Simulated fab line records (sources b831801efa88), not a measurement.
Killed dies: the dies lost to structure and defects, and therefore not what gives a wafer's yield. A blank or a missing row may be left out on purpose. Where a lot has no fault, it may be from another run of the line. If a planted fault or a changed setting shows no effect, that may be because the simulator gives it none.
A struck lot beside a sound one -- flow gf180mcu -- 18 out of 602 route steps
Sound: wafers L814.1, L814.2, L814.4. Wafers struck: L823.3, L823.4, L823.5. Last of all comes the cause.
At each step with rows: each side's tool, then ch and its chambers, then its first start. Under that, the readings that differ: sound wafers -- struck wafers -- difference of the means -- sigmas: that difference in standard deviations of wafers without a fault.
alike: same words and numbers on both sides, and readings whose means sit less than 2 such deviations apart. not compared: any withheld reading, any reading some wafer has no value for, any bound like >300 that may hide the same value, and any number with overlapping values for which the record gives no deviation.
The two part at a step that has a row with sigmas, a row that says differs or no value, or rows on one side only. Non-overlapping numbers with no deviation appear without sigmas and do not part them. Lack of a reading on every wafer of one side parts them only where that side has two or more wafers.

GF_POLY_GATE_OVL_MEAS_11:
  sound on overlay-02, day 12 06:11; struck on overlay-02, day 14 18:36
  alike: POLY_GATE_OVL
GF_POLY_GATE_ETCH_12: etches BARC in N2/H2.
  sound on rie-diel-03 ch 0,1,2, day 12 06:13; struck on rie-diel-01 ch 2,3, day 14 18:37
  alike: drypump-motor-current-A, oes-product-au, throttle-valve-pct
GF_POLY_GATE_ETCH_13: etches poly-Si in HBr/Cl2, stops on SiO2, target depth 198.5 nm, time 69.6 s.
  sound on rie-si-01 ch 1,2,3, day 12 06:16; struck on rie-si-02 ch 2,3, day 14 18:40
reading,sound,struck,difference,sigmas
drypump-motor-current-A (A),5.7 6.1 5.9,6.8 6.6 6.8,+0.8,+3
  alike: oes-product-au, throttle-valve-pct
  not compared: rf-hours-counter-h
GF_POLY_GATE_STRIP_14: strips in O2/N2.
  sound on plasma-asher-01 ch 0,1, day 12 06:20; struck on plasma-asher-01 ch 0,1, day 14 18:46
  alike: drypump-motor-current-A, heater-power-w, oes-product-au
  not compared: rf-hours-counter-h
then, 2 steps without rows for these wafers: GF_POLY_GATE_CLEAN_15 (cleans in SC1/SC2, time 150 s); GF_POLY_GATE_OXIDATION_16 (stabilise 600 s, purge 300 s, target thk 4 nm).
GF_POLY_GATE_THK_MEAS_17:
  sound on film-metro-04, day 12 08:44; struck on film-metro-04, day 14 20:09
  alike: POLY_GATE_OXIDATION_THK
GF_POLY_GATE_CD_MEAS_18:
  sound on cd-sem-01, day 12 08:48; struck on cd-sem-01, day 14 20:14
  alike: cd-nm
then, 4 steps without rows for these wafers: GF_HV_LDD_DEHYDRATE_00 (time 60 s); GF_HV_LDD_HMDS_01 (prime time 60 s); GF_HV_LDD_COAT_02 (resist thk 1000 nm); GF_HV_LDD_SOFTBAKE_03 (time 60 s).
GF_HV_LDD_EXPOSE_04: exposes mask Nplus LV AREA, target cd 400 nm.
  sound on iline-stepper-02 ch 0, day 12 18:25; struck on iline-stepper-02 ch 0, day 15 06:13
reading,sound,struck,difference,sigmas
exposure-dose-mJ-cm2,139.86 139.95 139.81,126.06 126.10 125.84,-13.87,-99 or more
  alike: mask
then, 2 steps without rows for these wafers: GF_HV_LDD_PEB_05; GF_HV_LDD_DEVELOP_06 (develop time 60 s).
GF_HV_LDD_CD_MEAS_07 targets a cd of 400 nm.
  sound on cd-sem-02, day 13 04:04; struck on cd-sem-01, day 15 17:10
reading,sound,struck,difference,sigmas
cd-nm (nm),403.1 399.0 400.9,369.8 370.7 371.4,-30.4,-13
GF_HV_LDD_OVL_MEAS_08:
  sound on overlay-02, day 13 04:11; struck on overlay-02, day 15 17:16
  alike: HV_LDD_OVL
GF_PASSIVATION_PROBE_99:
  the record has rows for the sound wafers here (prober-02, day 32 01:03) and none for the struck ones

## WHERE THEY PART
Earliest at GF_POLY_GATE_ETCH_13; latest, in this record, at GF_PASSIVATION_PROBE_99.

WHY: the cause the simulator had injected
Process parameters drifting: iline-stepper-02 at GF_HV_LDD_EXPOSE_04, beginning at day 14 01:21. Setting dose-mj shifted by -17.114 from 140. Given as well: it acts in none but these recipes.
